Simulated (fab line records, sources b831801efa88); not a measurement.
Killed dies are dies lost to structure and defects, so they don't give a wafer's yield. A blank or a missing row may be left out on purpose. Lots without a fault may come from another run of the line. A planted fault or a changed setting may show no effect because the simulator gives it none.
Tool commonality check | flow sky130 | 13 lots, 39 wafers sampled

WHY IT WAS OPENED
At SKY_VT_ADJUST_PCH_TW_MEAS_10 the reading VT_ADJUST_PCH_TW is flagged on 2 of 13 lots. Wafers without a fault read 142.3, standard deviation 0.87.
Rule: a lot is flagged when every wafer of it that has a number lies more than 4 standard deviations from that mean, or none has a number. The other lots count as sound.

lot  | measured     | on            | VT_ADJUST_PCH_TW, wafer by wafer | flag
L971 | day 11 01:22 | film_metro-02 | 142.4 141.7 141.8                |
L973 | day 11 20:11 | film_metro-04 | 143.7 143.6 143.0                |
L976 | day 12 12:07 | film_metro-04 | 142.1 142.2 141.8                |
L977 | day 12 22:47 | film_metro-04 | 142.4 141.6 142.2                |
L978 | day 12 22:49 | film_metro-01 | 143.2 141.6 142.0                |
L979 | day 13 12:55 | film_metro-02 | 141.3 142.3 141.7                |
L981 | day 13 22:22 | film_metro-02 | 143.2 141.6 141.4                |
L984 | day 15 13:02 | film_metro-01 | 149.1 149.2 149.3                | FLAGGED
L986 | day 16 07:41 | film_metro-04 | 150.5 151.7 151.0                | FLAGGED
L990 | day 17 13:56 | film_metro-04 | 143.1 142.6 142.7                |
L991 | day 17 17:30 | film_metro-01 | 142.5 142.2 141.6                |
L992 | day 17 23:01 | film_metro-01 | 142.3 142.1 141.9                |
L993 | day 18 05:28 | film_metro-01 | 141.9 141.1 141.8                |
The numbers of the flagged lots are 150.1 on average: +7.8 against the usual, or +9 standard deviations.

WHICH TOOL RAN EACH LOT
The record holds 1 process step before the reading, out of a route of 708 steps. In each cell: the tool, then ch and the chambers that the sampled wafers went through, then the start.
lot  | flag    | SKY_VT_ADJUST_PCH_IMPLANT_08
L971 |         | implanter-03 ch 0, day 11 01:07
L973 |         | implanter-01 ch 0, day 11 19:58
L976 |         | implanter-03 ch 0, day 12 11:53
L977 |         | implanter-03 ch 0, day 12 22:34
L978 |         | implanter-01 ch 0, day 12 22:35
L979 |         | implanter-03 ch 0, day 13 12:41
L981 |         | implanter-01 ch 0, day 13 22:07
L984 | FLAGGED | implanter-03 ch 0, day 15 12:49
L986 | FLAGGED | implanter-03 ch 0, day 16 07:27
L990 |         | implanter-02 ch 0, day 17 13:42
L991 |         | implanter-01 ch 0, day 17 17:18
L992 |         | implanter-01 ch 0, day 17 22:46
L993 |         | implanter-02 ch 0, day 18 05:14
What these steps do:
- SKY_VT_ADJUST_PCH_IMPLANT_08
- SKY_VT_ADJUST_PCH_TW_MEAS_10

FLAGGED OVER TOTAL, TOOL BY TOOL (the gauges that took the reading come last)
step                         | tool          | lots run | flagged | share of the flagged lots | sound lots run after its first flagged lot
SKY_VT_ADJUST_PCH_IMPLANT_08 | implanter-01  | 5        | 0       | none                      | -
SKY_VT_ADJUST_PCH_IMPLANT_08 | implanter-02  | 2        | 0       | none                      | -
SKY_VT_ADJUST_PCH_IMPLANT_08 | implanter-03  | 6        | 2       | all                       | 0
SKY_VT_ADJUST_PCH_TW_MEAS_10 | film_metro-01 | 5        | 1       | some                      | 3 (L991,L992,L993)
SKY_VT_ADJUST_PCH_TW_MEAS_10 | film_metro-02 | 3        | 0       | none                      | -
SKY_VT_ADJUST_PCH_TW_MEAS_10 | film_metro-04 | 5        | 1       | some                      | 1 (L990)

WHAT THE TABLE ALLOWS
1 row of the table ran every flagged lot: implanter-03 at SKY_VT_ADJUST_PCH_IMPLANT_08.
- implanter-03 at SKY_VT_ADJUST_PCH_IMPLANT_08: 2 of its 6 lots flagged. Its last sound lot is L979 (day 13 12:41), its first flagged lot L984 (day 15 12:49): a fault that began between those two fits. Its own readings lie more than 4 standard deviations out on every wafer of the flagged lots: beam_on_s, end_station_pressure_torr, faraday_current_uA.
One tool is left: implanter-03 at SKY_VT_ADJUST_PCH_IMPLANT_08.

WHAT THE SIMULATOR HAD PUT IN
Process parameter drift: implanter-03, from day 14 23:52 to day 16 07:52, at SKY_VT_ADJUST_PCH_IMPLANT_08. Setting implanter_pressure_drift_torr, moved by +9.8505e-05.
Process parameter drift: implanter-03, from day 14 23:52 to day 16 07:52, at SKY_VT_ADJUST_PCH_IMPLANT_08. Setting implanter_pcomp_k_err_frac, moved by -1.
Lots struck among those shown: L984, L986. The rule above found the same.
